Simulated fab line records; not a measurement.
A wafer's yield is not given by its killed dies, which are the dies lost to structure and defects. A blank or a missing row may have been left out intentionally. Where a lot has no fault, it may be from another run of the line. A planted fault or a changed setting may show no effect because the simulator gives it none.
Which of the tools did it?	flow gf180mcu	Sampling: 14 lots, 42 wafers, 4 of 602 route steps

WHAT EACH GAUGE READ, for each wafer
GF_HV_LDD_OVL_MEAS_08. Usual: for HV_LDD_OVL the level is -0.1 nm and the standard deviation is 1.4.
lot	measured	on	HV_LDD_OVL (nm)	flag
L775	day 10 10:53	overlay-02	1.8 0.6 0.3	
L776	day 10 16:04	overlay-02	-1.7 -0.4 -0.9	
L777	day 11 03:57	overlay-01	-1.2 1.7 -0.8	
L778	day 11 11:02	overlay-02	-0.3 -1.3 -1.7	
L779	day 12 03:57	overlay-02	-0.3 0.4 1.0	
L780	day 12 07:07	overlay-02	-3.8 -2.2 -1.7	
L782	day 12 16:41	overlay-01	1.1 1.7 0.7	
L783	day 13 05:54	overlay-02	-1.5 -2.3 -1.2	
L785	day 13 13:37	overlay-01	0.5 2.0 1.5	
L787	day 13 23:07	overlay-02	-1.1 -0.8 -1.2	
L794	day 16 06:23	overlay-02	-1.5 0.6 0.0	
L795	day 16 11:19	overlay-01	1.3 -0.7 -0.8	
L796	day 16 22:13	overlay-01	0.8 0.2 0.4	
L797	day 17 05:08	overlay-01	-0.7 -0.3 -1.6	

GF_CONTACT_CD_MEAS_14: the cd target is 220 nm. Usual: 219.8 nm for cdNm, sd 1.5.
lot	measured	on	cdNm (nm)	flag
L775	day 16 16:02	cdSem-01	221.0 221.2 219.0	
L776	day 16 21:05	cdSem-02	221.2 220.3 222.3	
L777	day 17 15:44	cdSem-02	221.4 220.7 221.0	
L778	day 17 20:38	cdSem-01	222.8 222.3 222.2	
L779	day 18 18:48	cdSem-02	218.7 219.9 220.5	
L780	day 18 22:54	cdSem-02	220.4 221.9 221.9	
L782	day 19 10:34	cdSem-02	217.8 217.8 219.5	
L783	day 20 03:38	cdSem-02	221.8 220.5 221.6	
L785	day 20 11:28	cdSem-01	218.5 216.1 217.2	
L787	day 20 22:11	cdSem-01	218.5 219.8 217.2	
L794	day 23 11:10	cdSem-01	218.9 219.6 219.0	
L795	day 23 17:32	cdSem-02	222.4 220.9 220.7	
L796	day 24 02:08	cdSem-01	219.7 219.8 219.5	
L797	day 24 09:08	cdSem-02	221.1 221.3 219.5	

TOOL THAT RAN EACH LOT (tool first, then ch and the chambers of the sampled wafers, then the start)
lot	GF_HV_LDD_IMPLANT_33	GF_SALICIDE_RTA_06
L775	implanter-03 ch 0, day 12 00:22	rtpAnneal-02 ch 0, day 15 16:37
L776	implanter-02 ch 0, day 12 06:00	rtpAnneal-02 ch 0, day 15 21:42
L777	implanter-03 ch 0, day 12 19:30	rtpAnneal-01 ch 0, day 16 15:13
L778	implanter-01 ch 0, day 13 01:44	rtpAnneal-01 ch 0, day 16 20:18
L779	implanter-01 ch 0, day 13 20:22	rtpAnneal-01 ch 0, day 17 17:58
L780	implanter-03 ch 0, day 13 23:35	rtpAnneal-02 ch 0, day 17 21:34
L782	implanter-01 ch 0, day 14 09:56	rtpAnneal-02 ch 0, day 18 09:21
L783	implanter-02 ch 0, day 15 01:07	rtpAnneal-02 ch 0, day 19 02:04
L785	implanter-02 ch 0, day 15 08:02	rtpAnneal-01 ch 0, day 19 09:44
L787	implanter-02 ch 0, day 15 17:13	rtpAnneal-02 ch 0, day 19 20:33
L794	implanter-03 ch 0, day 18 05:10	rtpAnneal-02 ch 0, day 22 11:26
L795	implanter-01 ch 0, day 18 10:49	rtpAnneal-02 ch 0, day 22 17:38
L796	implanter-02 ch 0, day 18 21:50	rtpAnneal-01 ch 0, day 23 02:38
L797	implanter-02 ch 0, day 19 05:39	rtpAnneal-01 ch 0, day 23 09:52
- GF_HV_LDD_IMPLANT_33
- GF_SALICIDE_RTA_06: time 30 s.

WHAT THE TOOLS THEMSELVES READ (means of the sampled wafers that have a number; where no wafer has one, the mark that the record gives instead)
GF_HV_LDD_IMPLANT_33. Usual: rotationDeg 0.007 degrees, standard deviation 0.019.
lot	tool	rotationDeg (degrees)	flag
L775	implanter-03	-0.005	
L776	implanter-02	-0.002	
L777	implanter-03	0.010	
L778	implanter-01	0.001	
L779	implanter-01	0.003	
L780	implanter-03	0.006	
L782	implanter-01	0.027	
L783	implanter-02	0.003	
L785	implanter-02	-55.528	OFF
L787	implanter-02	-55.524	OFF
L794	implanter-03	0.022	
L795	implanter-01	0.013	
L796	implanter-02	-0.004	
L797	implanter-02	0.001	

GF_SALICIDE_RTA_06. Usual: lampPowerPct 6.0 %, standard deviation 0.55; wafer_temp_C_max 532.1, standard deviation 0.51.
lot	tool	lampPowerPct (%)	wafer_temp_C_max	flag
L775	rtpAnneal-02	5.5	531.4	
L776	rtpAnneal-02	5.5	532.1	
L777	rtpAnneal-01	6.6	532.6	
L778	rtpAnneal-01	6.6	532.4	
L779	rtpAnneal-01	6.6	532.5	
L780	rtpAnneal-02	5.5	532.2	
L782	rtpAnneal-02	5.5	531.7	
L783	rtpAnneal-02	5.5	531.8	
L785	rtpAnneal-01	6.6	532.4	
L787	rtpAnneal-02	5.5	531.6	
L794	rtpAnneal-02	5.5	532.1	
L795	rtpAnneal-02	5.5	531.8	
L796	rtpAnneal-01	6.6	532.2	
L797	rtpAnneal-01	6.6	532.4	

THE ANSWER, worked out from the rows above alone
Rule: a lot counts as off when the mean over its wafers that have a number is more than 3 standard deviations away from the usual mean. A lot without any number at a reading at which 4 lots or more have one is off too. All remaining lots with rows at the step are treated as sound. The gauges are gone through in route order, then the tools' own readings, and for those a lot's mean is taken as printed above. The first step at which some lot is off is used, and at that step the reading that is off furthest; a lot without a number counts as furthest.
Off: L785, L787 (GF_HV_LDD_IMPLANT_33, rotationDeg).
A tool fits if, at that step or a process step before it, it ran every lot that is off, and no sound lot after the first of them. Not one of the candidates tried fits.

WHAT THE SIMULATOR PUT IN
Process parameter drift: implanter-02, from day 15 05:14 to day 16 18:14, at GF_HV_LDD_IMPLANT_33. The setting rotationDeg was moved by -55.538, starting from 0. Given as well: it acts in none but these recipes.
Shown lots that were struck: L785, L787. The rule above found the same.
